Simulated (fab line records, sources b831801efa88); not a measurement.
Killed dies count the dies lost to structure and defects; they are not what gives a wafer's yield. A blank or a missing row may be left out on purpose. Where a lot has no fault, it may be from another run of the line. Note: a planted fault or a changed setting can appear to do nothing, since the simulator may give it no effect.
Chamber matching :: flow gf180mcu :: 4 sister chambers for GF_POLY_GATE_ETCH_12 on rieDiel-03
The step etches BARC in N2/H2. 4 wafers are shown with their chamber, then 7 later ones without.

WAFERS PAIRED WITH THEIR CHAMBERS
wafer: L081.2
chamber: 3
drypumpMotorCurrentA (A): 5.0

wafer: L082.6
chamber: 0
drypumpMotorCurrentA (A): 6.0

wafer: L086.2
chamber: 1
drypumpMotorCurrentA (A): 6.1

wafer: L086.3
chamber: 2
drypumpMotorCurrentA (A): 5.9

WAFERS WITH NO CHAMBER GIVEN
wafer: L086.4
drypumpMotorCurrentA (A): 6.0

wafer: L092.3
drypumpMotorCurrentA (A): 6.1

wafer: L092.4
drypumpMotorCurrentA (A): 5.9

wafer: L092.5
drypumpMotorCurrentA (A): 5.9

wafer: L093.3
drypumpMotorCurrentA (A): 5.0

wafer: L093.5
drypumpMotorCurrentA (A): 5.8

wafer: L093.6
drypumpMotorCurrentA (A): 5.0

THE CHAMBER EACH PASSED THROUGH
wafer: L086.4
from the rows above: 0
in truth: 0

wafer: L092.3
from the rows above: 1
in truth: 1

wafer: L092.4
from the rows above: 2
in truth: 2

wafer: L092.5
from the rows above: 2
in truth: 2

wafer: L093.3
from the rows above: 3
in truth: 3

wafer: L093.5
from the rows above: 2
in truth: 2

wafer: L093.6
from the rows above: 3
in truth: 3
Placed correctly: 7 of 7. Number that these rows cannot place: 0. 0 placed wrongly.
How it was worked out, from the rows above alone: a wafer's distance from a chamber is the root of the sum, over the readings, of the square of ((its reading less the chamber's mean) divided by the reading's scatter). If the next closest chamber is less than 2 further off than the closest, the wafer can't be placed; otherwise it belongs to the closest. The mean given for a chamber averages the wafers shown for that chamber. The scatter: root of mean squared gap, hidden wafer to nearest shown wafer, with one shown wafer a chamber.
